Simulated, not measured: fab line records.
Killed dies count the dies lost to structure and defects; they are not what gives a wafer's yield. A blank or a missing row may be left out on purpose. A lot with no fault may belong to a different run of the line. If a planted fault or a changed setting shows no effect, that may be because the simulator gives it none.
A struck lot beside a sound one || flow sky130 || 18 steps out of a route of 708
Sound: these wafers, L830.3, L830.5, L830.6. Struck: wafer L829.6 (left out: L829.2, L829.4 of the same lot, which were not struck); the cause appears at the end.
At each step with rows: each side's tool, then ch and its chambers, then its first start. Under that, the readings that differ: sound wafers || struck wafers || difference of the means || sigmas: that difference in standard deviations of wafers without a fault.
alike: readings whose means differ by less than 2 such deviations, and words and numbers that are the same on both sides. not compared: withheld readings, readings that some wafer has no value for, bounds like >300 that may hide the same value, and numbers for which the record gives no deviation and whose values overlap.
The two part at a step that has a row with sigmas, a row that says differs or no value, or rows on one side only. Non-overlapping numbers with no deviation appear without sigmas and do not part them. A reading missing from all wafers of one side parts the sides only when that side holds two or more wafers.

first, 2 steps without rows for these wafers: SKY_CONTACT_PEB_12; SKY_CONTACT_DEVELOP_13 (develop time 60 s).
SKY_CONTACT_CD_MEAS_14 targets a cd of 170 nm.
  sound: cdSem-01 at day 33 06:51; struck: cdSem-02 at day 33 10:08
  alike: cdNm
SKY_CONTACT_OVL_MEAS_15:
  sound: overlay-02 at day 33 06:57; struck: overlay-02 at day 33 10:15
  alike: CONTACT_OVL
SKY_CONTACT_ETCH_16: etches BARC in N2/H2, stops on SiO2, time 43.99 s, target depth 60 nm.
  sound on rieDiel-04 ch 0,1, day 33 06:58; struck on rieDiel-04 ch 3, day 33 10:17
{"reading": "drypumpMotorCurrentA (A)", "sound": "5.7 5.6 5.7", "struck": 6.5, "difference": "+0.8", "sigmas": "+2"}
  alike: oesProductAu, throttleValvePct
  not compared: rfHoursCounterH
SKY_CONTACT_ETCH_17: etches SiO2 in C4F8/O2/Ar, stops on Si3N4, target depth 340 nm.
  sound on rieDiel-04 ch 0,1, day 33 07:01; struck on rieDiel-04 ch 3, day 33 10:19
  alike: oesProductAu
SKY_CONTACT_ETCH_18: etches Si3N4 in CHF3/O2, stops on TiN, time 39 s, target depth 75 nm.
  sound on rieDiel-04 ch 0,1; struck on rieDiel-04 ch 3
{"reading": "drypumpMotorCurrentA (A)", "sound": "5.7 5.6 5.6", "struck": 6.5, "difference": "+0.9", "sigmas": "+2"}
  alike: oesProductAu, throttleValvePct
  not compared: rfHoursCounterH
SKY_CONTACT_STRIP_19: strips in O2/N2.
  sound on plasmaAsher-01 ch 0,1, day 33 07:08; struck on plasmaAsher-04 ch 0, day 33 10:25
{"reading": "stripTimeToEndpointS (s)", "sound": "3.59 3.63 3.60", "struck": 3.68, "difference": "+0.07", "sigmas": "+2"}
  alike: drypumpMotorCurrentA, oesProductAu
  not compared: rfHoursCounterH
then, 4 steps without rows for these wafers: SKY_CONTACT_STRIP_20 (strips in post etch residue remover, time 1200 s); SKY_CONTACT_CLEAN_21 (cleans in IPA, time 180 s); SKY_CONTACT_CLEAN_22 (cleans in O3/DIW); SKY_CONTACT_SPUTTER_23 (material TiN, target thk 20 nm, time 80 s).
SKY_CONTACT_CVD_24: deposits W, target thk 340 nm, time 102.12 s.
  sound on cvdW-01 ch 0,1, day 33 07:47; struck on cvdW-02 ch 1, day 33 11:08
{"reading": "model.W_of_CONTACT_CVD_24.thkNm (nm)", "sound": "331.8 337.8 340", "struck": 568.9, "difference": "+232.4", "sigmas": ""}
  alike: heaterPowerW
SKY_CONTACT_RS_MEAS_25: measures by four-point-probe.
  sound: filmMetro-03 at day 33 07:55; struck: filmMetro-01 at day 33 11:16
{"reading": "CONTACT_W_RS (ohm/sq)", "sound": "0.347 0.341 0.338", "struck": 0.201, "difference": -0.141, "sigmas": -31}
SKY_CONTACT_THK_MEAS_26: measures by xrf.
  sound: filmMetro-03 at day 33 08:01; struck: filmMetro-01 at day 33 11:23
  not compared: CONTACT_W_THK
SKY_CONTACT_CMP_27: polishes, stops on SiO2, t overpolish 15 s, target thk 0 nm.
  sound on cmp-01 ch 0,1, day 33 08:03; struck on cmp-01 ch 0, day 33 11:29
{"reading": "timeToEndpointS (s)", "sound": "78 88 79", "struck": 138, "difference": "+56", "sigmas": "+15"}
  alike: motorCurrentA
SKY_METAL1_SPUTTER_00: material Ti, target thk 15 nm, time 10 s.
  sound: pvdSputter-02 at day 33 08:21; struck: pvdSputter-04 at day 33 11:44
  alike: throttleValvePct
SKY_PAD_OPEN_PROBE_99:
  rows exist in the record for the sound wafers here (prober-01, day 47 03:14), none for the struck ones

## WHERE THEY PART
Last at SKY_PAD_OPEN_PROBE_99 as far as this record goes, first at SKY_CONTACT_ETCH_16.

WHY: whatever the simulator had introduced
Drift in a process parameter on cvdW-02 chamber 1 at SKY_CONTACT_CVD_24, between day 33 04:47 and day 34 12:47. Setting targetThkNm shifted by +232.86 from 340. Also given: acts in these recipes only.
